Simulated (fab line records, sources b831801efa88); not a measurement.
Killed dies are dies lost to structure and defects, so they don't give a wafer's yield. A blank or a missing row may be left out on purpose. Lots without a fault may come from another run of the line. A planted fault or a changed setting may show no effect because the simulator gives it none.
Which tool did it? | flow sfq_line | 14 lots, 41 wafers sampled, at 1 step of a route of 325

WHAT THE GAUGES READ, wafer by wafer
The record holds no reading of a measuring or inspecting step that can be judged against a usual standard deviation.

WHICH TOOL RAN EACH LOT (tool, then ch and the chambers of the sampled wafers, then the start)
lot  | SFQ_TRILAYER_R5_BARC_OPEN_METAL_ETCH_177
L913 | rie_metal-04 ch 0,1, day 53 23:20
L915 | rie_metal-04 ch 0,1, day 55 01:52
L916 | rie_metal-04 ch 0,1, day 55 12:40
L920 | rie_metal-01 ch 0, day 56 15:04
L921 | rie_metal-02 ch 0,1, day 57 12:40
L922 | rie_metal-04 ch 0,1, day 58 13:27
L926 | rie_metal-04 ch 0,1, day 60 02:38
L927 | rie_metal-04 ch 1, day 60 06:14
L928 | rie_metal-02 ch 0,1, day 60 09:51
L931 | rie_metal-01 ch 0,1, day 62 20:19
L932 | rie_metal-04 ch 0,1, day 64 01:14
L933 | rie_metal-04 ch 0,1, day 64 04:42
L934 | rie_metal-02 ch 0,1, day 64 09:38
L936 | rie_metal-04 ch 0,1, day 64 22:50
- SFQ_TRILAYER_R5_BARC_OPEN_METAL_ETCH_177: etches BARC in O2, target depth 125 nm, time 41.7 s.

WHAT THE TOOLS THEMSELVES READ (means of the sampled wafers that have a number; where no wafer has one, the mark that the record gives instead)
SFQ_TRILAYER_R5_BARC_OPEN_METAL_ETCH_177. Usual: drypump_motor_current_A 5.6 A, standard deviation 0.45; oes_product_au 0.685 a.u., standard deviation 0.0048; run_length_s 70.0 s, standard deviation 0.53.
lot  | tool         | drypump_motor_current_A (A) | oes_product_au (a.u.) | run_length_s (s) | flag
L913 | rie_metal-04 | 6.0                         | 0.684                 | 70.2             |
L915 | rie_metal-04 | 5.9                         | 0.685                 | 69.9             |
L916 | rie_metal-04 | 5.8                         | 0.682                 | 70.5             |
L920 | rie_metal-01 | 5.9                         | 0.688                 | 69.5             |
L921 | rie_metal-02 | 4.9                         | 0.685                 | 69.7             |
L922 | rie_metal-04 | 5.9                         | 0.687                 | 69.9             |
L926 | rie_metal-04 | 5.9                         | 0.672                 | 72.7             | OFF
L927 | rie_metal-04 | 5.7                         | 0.667                 | 72.8             | OFF
L928 | rie_metal-02 | 4.9                         | 0.688                 | 70.0             |
L931 | rie_metal-01 | 5.6                         | 0.685                 | 69.9             |
L932 | rie_metal-04 | 5.8                         | 0.691                 | 70.2             |
L933 | rie_metal-04 | 6.0                         | 0.686                 | 70.2             |
L934 | rie_metal-02 | 5.2                         | 0.686                 | 69.8             |
L936 | rie_metal-04 | 5.9                         | 0.684                 | 70.1             |

THE ANSWER, worked out from the rows above alone
Rule: a lot is off if the mean of its wafers that have a number lies more than 3 standard deviations from the usual mean. A lot without any number at a reading at which 4 lots or more have one is off too. The other lots that the step has rows for count as sound. The gauges are gone through in route order, then the tools' own readings, and for those a lot's mean is taken as printed above. The first step at which some lot is off is used, and at that step the reading that is off furthest; a lot without a number counts as furthest.
Off: L926, L927, at SFQ_TRILAYER_R5_BARC_OPEN_METAL_ETCH_177 (run_length_s).
A tool fits if, at that step or a process step before it, it ran every lot that is off, and no sound lot after the first of them. None of those tried fits.

WHAT THE SIMULATOR HAD PUT IN
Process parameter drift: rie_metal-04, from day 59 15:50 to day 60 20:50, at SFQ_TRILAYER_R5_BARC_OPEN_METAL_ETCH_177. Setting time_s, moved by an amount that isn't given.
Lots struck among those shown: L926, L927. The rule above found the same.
